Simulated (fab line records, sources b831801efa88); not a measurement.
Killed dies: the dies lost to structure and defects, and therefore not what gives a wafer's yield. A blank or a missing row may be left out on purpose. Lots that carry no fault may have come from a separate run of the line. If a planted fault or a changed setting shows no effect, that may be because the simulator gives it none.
fab line records | flow gf180mcu
record lots=5 | wafers=15 | lastDay=33
route steps=602 shown V2@406 M3@409
lots untouched by any fault: they come from a run of this same line in which no faults occurred
startH: the number of hours between the record's first day and the start of the first shown wafer of the lot | waitH: hours elapsed since this lot's preceding step | " as in the row above | L1.1+2: several wafers, shown together as one row | - no value, or no start was given | * or withheld: withheld | < > ~ a bound
route shown NAME@n: a module of which the file shows steps, and the number in the route of the first | usual: average and standard deviation across the fault-free wafers | same: alike in all rows | chamber/n: place in a boat | sites: the reading at each site | _std_site: standard deviation of those values | _edge_site: outer sites' mean less inner sites' | radiusMm: how far each site lies from the wafer's centre | mask NAME#n: copy n | behind: the tool/chamber that last shaped the wafer | hold: why the lot was held/for how many hours/how that ended | device: names the non-switching transistor (n, p or np) | end of line: at the end of the route, the tests of the same wafers | where a step has no rows: the recipe by itself | killed: dies lost to structure and defects at the first sort, not the wafer's yield | map: the dies of a wafer, with x for killed, . for not killed, _ for no die there
set.NAME: setting as actually run; set.NAME@STEP: the setting as run at that earlier step | model.NAME: the simulator's own value behind a step, which no gauge read
lots seen at some steps along the route; tables by step, rows by wafer
services: when a tool's chamber went out of use (startH, in hours from the record's first day, below 0 if earlier), for how many hours, and the reason
## steps
# step GF_V2_RS_MEAS_24
# recipe thkMeasGauge=four-point-probe | reads=W_of_V2_CVD_23+TiN_of_V2_SPUTTER_22+Ti_of_V2_SPUTTER_21
# usual V2_W_RS=0.323/0.0077
lot.wafer | tool         | chamber | startH | waitH | V2_W_RS[ohm/sq]
L074.2    | filmMetro-04 | -       | 462.16 | 0.1   | 0.315
L074.3    | "            | -       | "      | "     | 0.330
L074.5    | "            | -       | "      | "     | 0.331
L075.1    | filmMetro-01 | -       | 473.85 | 0.2   | 0.330
L075.2    | "            | -       | "      | "     | 0.330
L075.4    | "            | -       | "      | "     | 0.331
L078.2    | filmMetro-02 | -       | 502.48 | 0.1   | 0.316
L078.4    | "            | -       | "      | "     | 0.310
L078.6    | "            | -       | "      | "     | 0.322
L085.4    | filmMetro-02 | -       | 561.10 | 0.1   | 0.326
L085.5    | "            | -       | "      | "     | 0.326
L085.6    | "            | -       | "      | "     | 0.313
L091.1    | filmMetro-02 | -       | 603.35 | 0.2   | 0.330
L091.3    | "            | -       | "      | "     | 0.329
L091.5    | "            | -       | "      | "     | 0.327
# step GF_V2_THK_MEAS_25
# recipe thkMeasGauge=xrf | reads=W_of_V2_CVD_23
# usual V2_W_THK=361/10
lot.wafer | tool         | chamber | startH | waitH | V2_W_THK[nm]
L074.2    | filmMetro-04 | -       | 462.27 | 0.1   | 375
L074.3    | "            | -       | "      | "     | 357
L074.5    | "            | -       | "      | "     | 354
L075.1    | filmMetro-01 | -       | 473.97 | 0.1   | 348
L075.2    | "            | -       | "      | "     | 348
L075.4    | "            | -       | "      | "     | 345
L078.2    | filmMetro-02 | -       | 502.59 | 0.1   | 375
L078.4    | "            | -       | "      | "     | 381
L078.6    | "            | -       | "      | "     | 365
L085.4    | filmMetro-02 | -       | 561.19 | 0.1   | 359
L085.5    | "            | -       | "      | "     | 359
L085.6    | "            | -       | "      | "     | 375
L091.1    | filmMetro-02 | -       | 603.47 | 0.1   | 352
L091.3    | "            | -       | "      | "     | 352
L091.5    | "            | -       | "      | "     | 354
# step GF_V2_CMP_26
# recipe stopOn=SiO2 | downForcePsi=3.5 | platenRpm=60 | tOverpolishS=15 | targetThkNm=0 | padVelocityMS=0.94248
# usual motorCurrentA=11.0/0.84 | overpolishRunS=15.000/0.0085 | slurryFilterDpKPa=13.48/0.14 | timeToEndpointS=84/3.2
lot.wafer | tool   | chamber | startH | waitH | motorCurrentA | overpolishRunS | slurryFilterDpKPa | timeToEndpointS
L074.3    | cmp-01 | 2       | 462.42 | 0.1   | 12.3          | 15.003         | 13.43             | 85
L074.2    | "      | 3       | "      | "     | 11.6          | 15.007         | 13.47             | 92
L074.5    | "      | 1       | "      | "     | 10.4          | 14.996         | 13.39             | 85
L075.2    | cmp-02 | 0       | 474.03 | 0.0   | 10.6          | 15.006         | 13.36             | 85
L075.1    | "      | 2       | "      | "     | 9.6           | 14.985         | 13.76             | 83
L075.4    | "      | 3       | "      | "     | 12.4          | 15.016         | 13.46             | 86
L078.2    | cmp-02 | 0       | 502.69 | 0.1   | 10.7          | 14.998         | 13.68             | 87
L078.4    | "      | 2       | "      | "     | 9.6           | 14.999         | 13.47             | 87
L078.6    | "      | 3       | "      | "     | 12.2          | 15.001         | 13.50             | 89
L085.4    | cmp-01 | 0       | 561.37 | 0.2   | 10.8          | 14.996         | 13.48             | 79
L085.6    | "      | 1       | "      | "     | 11.1          | 15.005         | 13.45             | 82
L085.5    | "      | 2       | "      | "     | 11.7          | 15.001         | 13.36             | 82
L091.1    | cmp-01 | 0       | 603.53 | 0.1   | 10.9          | 14.986         | 13.16             | 82
L091.3    | "      | 3       | "      | "     | 10.8          | 14.988         | 13.60             | 86
L091.5    | "      | 0       | "      | "     | 10.7          | 14.995         | 13.65             | 81
# step GF_M3_SPUTTER_00
# recipe material=Ti | targetThkNm=37.5 | arrivingIonEnergyEv=80 | substrateTempC=200 | chamberPressurePa=2 | powerW=4000 | timeS=150
# usual chamberPressurePa=2.000/0.0035 | throttleValvePct=29.8/1.2
lot.wafer | tool          | chamber | startH | waitH | chamberPressurePa | throttleValvePct
L074.2    | pvdSputter-02 | -       | 462.62 | 0.1   | 1.997             | 28.8
L074.3    | "             | -       | "      | "     | 2.004             | 30.0
L074.5    | "             | -       | "      | "     | 2.003             | 30.8
L075.1    | pvdSputter-03 | -       | 474.33 | 0.1   | 1.998             | 31.4
L075.2    | "             | -       | "      | "     | 2.002             | 27.4
L075.4    | "             | -       | "      | "     | 1.993             | 30.3
L078.2    | pvdSputter-02 | -       | 502.94 | 0.2   | 2.002             | 30.1
L078.4    | "             | -       | "      | "     | 2.003             | 29.4
L078.6    | "             | -       | "      | "     | 2.007             | 29.3
L085.4    | pvdSputter-01 | -       | 561.52 | 0.1   | 2.001             | 30.2
L085.5    | "             | -       | "      | "     | 2.003             | 30.1
L085.6    | "             | -       | "      | "     | 1.994             | 30.1
L091.1    | pvdSputter-03 | -       | 603.83 | 0.2   | 2.002             | 29.7
L091.3    | "             | -       | "      | "     | 2.002             | 27.6
L091.5    | "             | -       | "      | "     | 2.003             | 27.6
# step GF_M3_SPUTTER_01
# recipe material=TiN | targetThkNm=30 | powerW=6500 | timeS=25 | chamberPressurePa=0.4
# usual chamberPressurePa=0.4001/0.00076 | throttleValvePct=29.8/1.2
lot.wafer | tool          | chamber | startH | waitH | chamberPressurePa | throttleValvePct
L074.2    | pvdSputter-02 | -       | 462.72 | 0.1   | 0.3998            | 29.3
L074.3    | "             | -       | "      | "     | 0.3998            | 29.9
L074.5    | "             | -       | "      | "     | 0.3998            | 30.8
L075.1    | pvdSputter-03 | -       | 474.43 | 0.1   | 0.4001            | 31.4
L075.2    | "             | -       | "      | "     | 0.3998            | 27.6
L075.4    | "             | -       | "      | "     | 0.4001            | 30.6
L078.2    | pvdSputter-02 | -       | 503.04 | 0.1   | 0.4011            | 30.0
L078.4    | "             | -       | "      | "     | 0.3988            | 29.4
L078.6    | "             | -       | "      | "     | 0.4005            | 29.3
L085.4    | pvdSputter-01 | -       | 561.62 | 0.1   | 0.4002            | 30.2
L085.5    | "             | -       | "      | "     | 0.4003            | 30.0
L085.6    | "             | -       | "      | "     | 0.4003            | 30.0
L091.1    | pvdSputter-03 | -       | 603.93 | 0.1   | 0.3998            | 29.9
L091.3    | "             | -       | "      | "     | 0.3992            | 27.5
L091.5    | "             | -       | "      | "     | 0.4003            | 27.6
# step GF_M3_SPUTTER_02
# recipe material=AlCu | targetThkNm=450 | powerW=10600 | timeS=23.9 | chamberPressurePa=0.4
# usual chamberPressurePa=0.4000/0.00072 | throttleValvePct=29.8/1.2
lot.wafer | tool          | chamber | startH | waitH | chamberPressurePa | throttleValvePct
L074.2    | pvdSputter-02 | -       | 462.75 | 0.0   | 0.4002            | 28.9
L074.3    | "             | -       | "      | "     | 0.4002            | 29.9
L074.5    | "             | -       | "      | "     | 0.4012            | 30.8
L075.1    | pvdSputter-03 | -       | 474.46 | 0.0   | 0.4007            | 31.2
L075.2    | "             | -       | "      | "     | 0.3990            | 27.6
L075.4    | "             | -       | "      | "     | 0.3986            | 30.2
L078.2    | pvdSputter-02 | -       | 503.07 | 0.0   | 0.4011            | 29.8
L078.4    | "             | -       | "      | "     | 0.3989            | 29.6
L078.6    | "             | -       | "      | "     | 0.4002            | 29.3
L085.4    | pvdSputter-01 | -       | 561.65 | 0.0   | 0.3996            | 30.2
L085.5    | "             | -       | "      | "     | 0.3997            | 30.0
L085.6    | "             | -       | "      | "     | 0.4002            | 30.1
L091.1    | pvdSputter-03 | -       | 603.96 | 0.0   | 0.3999            | 30.0
L091.3    | "             | -       | "      | "     | 0.3985            | 27.5
L091.5    | "             | -       | "      | "     | 0.4001            | 27.5
# step GF_M3_SPUTTER_03
# recipe material=Ti | targetThkNm=10 | substrateTempC=300 | chamberPressurePa=0.3 | powerW=3000 | timeS=6.7
# usual chamberPressurePa=0.3000/0.00058 | throttleValvePct=29.8/1.2
lot.wafer | tool          | chamber | startH | waitH | chamberPressurePa | throttleValvePct
L074.2    | pvdSputter-02 | -       | 462.78 | 0.0   | 0.3003            | 28.9
L074.3    | "             | -       | "      | "     | 0.3004            | 30.0
L074.5    | "             | -       | "      | "     | 0.3006            | 30.6
L075.1    | pvdSputter-03 | -       | 474.49 | 0.0   | 0.2996            | 31.3
L075.2    | "             | -       | "      | "     | 0.3000            | 27.8
L075.4    | "             | -       | "      | "     | 0.3008            | 30.4
L078.2    | pvdSputter-02 | -       | 503.10 | 0.0   | 0.3001            | 30.0
L078.4    | "             | -       | "      | "     | 0.3006            | 29.2
L078.6    | "             | -       | "      | "     | 0.2997            | 29.2
L085.4    | pvdSputter-01 | -       | 561.68 | 0.0   | 0.2996            | 29.7
L085.5    | "             | -       | "      | "     | 0.3001            | 30.1
L085.6    | "             | -       | "      | "     | 0.2992            | 30.2
L091.1    | pvdSputter-03 | -       | 603.99 | 0.0   | 0.3008            | 29.9
L091.3    | "             | -       | "      | "     | 0.3005            | 27.7
L091.5    | "             | -       | "      | "     | 0.2999            | 27.7
# step GF_M3_SPUTTER_04
# recipe material=TiN | targetThkNm=50 | powerW=6500 | timeS=41.7 | chamberPressurePa=0.4
# usual chamberPressurePa=0.4001/0.0008 | throttleValvePct=29.7/1.2
lot.wafer | tool          | chamber | startH | waitH | chamberPressurePa | throttleValvePct
L074.2    | pvdSputter-02 | -       | 462.80 | 0.0   | 0.3990            | 29.1
L074.3    | "             | -       | "      | "     | 0.3992            | 30.1
L074.5    | "             | -       | "      | "     | 0.4009            | 30.7
L075.1    | pvdSputter-03 | -       | 474.51 | 0.0   | 0.3997            | 31.2
L075.2    | "             | -       | "      | "     | 0.4002            | 27.3
L075.4    | "             | -       | "      | "     | 0.3999            | 30.4
L078.2    | pvdSputter-02 | -       | 503.12 | 0.0   | 0.3999            | 30.1
L078.4    | "             | -       | "      | "     | 0.4016            | 29.3
L078.6    | "             | -       | "      | "     | 0.4009            | 29.2
L085.4    | pvdSputter-01 | -       | 561.70 | 0.0   | 0.4011            | 30.2
L085.5    | "             | -       | "      | "     | 0.4012            | 30.3
L085.6    | "             | -       | "      | "     | 0.4003            | 30.1
L091.1    | pvdSputter-03 | -       | 604.01 | 0.0   | 0.3991            | 29.7
L091.3    | "             | -       | "      | "     | 0.4007            | 27.6
L091.5    | "             | -       | "      | "     | 0.4010            | 27.4
# step GF_M3_RS_MEAS_05
# recipe thkMeasGauge=four-point-probe | reads=TiN_of_M3_SPUTTER_04+Ti_of_M3_SPUTTER_03+AlCu_of_M3_SPUTTER_02+TiN_of_M3_SPUTTER_01+Ti_of_M3_SPUTTER_00
# usual M3_ALCU_RS=0.0694/0.00067
lot.wafer | tool         | chamber | startH | waitH | M3_ALCU_RS[ohm/sq]
L074.2    | filmMetro-03 | -       | 462.86 | 0.0   | 0.0689
L074.3    | "            | -       | "      | "     | 0.0691
L074.5    | "            | -       | "      | "     | 0.0679
L075.1    | filmMetro-04 | -       | 474.55 | 0.0   | 0.0695
L075.2    | "            | -       | "      | "     | 0.0698
L075.4    | "            | -       | "      | "     | 0.0693
L078.2    | filmMetro-01 | -       | 503.18 | 0.0   | 0.0699
L078.4    | "            | -       | "      | "     | 0.0698
L078.6    | "            | -       | "      | "     | 0.0697
L085.4    | filmMetro-03 | -       | 561.80 | 0.1   | 0.0704
L085.5    | "            | -       | "      | "     | 0.0707
L085.6    | "            | -       | "      | "     | 0.0704
L091.1    | filmMetro-04 | -       | 604.05 | 0.0   | 0.0690
L091.3    | "            | -       | "      | "     | 0.0689
L091.5    | "            | -       | "      | "     | 0.0691
# step GF_M3_THK_MEAS_06
# recipe thkMeasGauge=xrf | reads=AlCu_of_M3_SPUTTER_02
# usual M3_ALCU_THK=453/4.8
lot.wafer | tool         | chamber | startH | waitH | M3_ALCU_THK[nm]
L074.2    | filmMetro-03 | -       | 462.97 | 0.1   | 455
L074.3    | "            | -       | "      | "     | 454
L074.5    | "            | -       | "      | "     | 462
L075.1    | filmMetro-04 | -       | 474.67 | 0.1   | 450
L075.2    | "            | -       | "      | "     | 448
L075.4    | "            | -       | "      | "     | 450
L078.2    | filmMetro-01 | -       | 503.29 | 0.1   | 451
L078.4    | "            | -       | "      | "     | 452
L078.6    | "            | -       | "      | "     | 450
L085.4    | filmMetro-03 | -       | 561.89 | 0.1   | 445
L085.5    | "            | -       | "      | "     | 444
L085.6    | "            | -       | "      | "     | 443
L091.1    | filmMetro-04 | -       | 604.17 | 0.1   | 457
L091.3    | "            | -       | "      | "     | 454
L091.5    | "            | -       | "      | "     | 455
## services
tool          | chamber | startH | hours | kind
pvdSputter-02 | -       | 511.06 | 2.5   | repair
cmp-01        | -       | 516.02 | 5.0   | repair
pvdSputter-01 | -       | 528.52 | 4.2   | repair
cmp-01        | -       | 529.64 | 1.5   | repair
cmp-02        | -       | 535.81 | 1.7   | repair
cmp-02        | -       | 578.38 | 4.0   | pm
cmp-02        | -       | 582.38 | -     | consumableReplace:conditioner
cmp-02        | -       | 582.38 | -     | consumableReplace:pad
cmp-02        | -       | 584.25 | 4.8   | repair
pvdSputter-01 | 2       | 602.66 | -     | consumableReplace:kit
pvdSputter-01 | 2       | 602.66 | 18.0  | scheduledDown
pvdSputter-01 | 2       | 602.66 | 18.0  | ventCycle
cmp-02        | -       | 602.78 | 2.7   | repair
## key
fault none
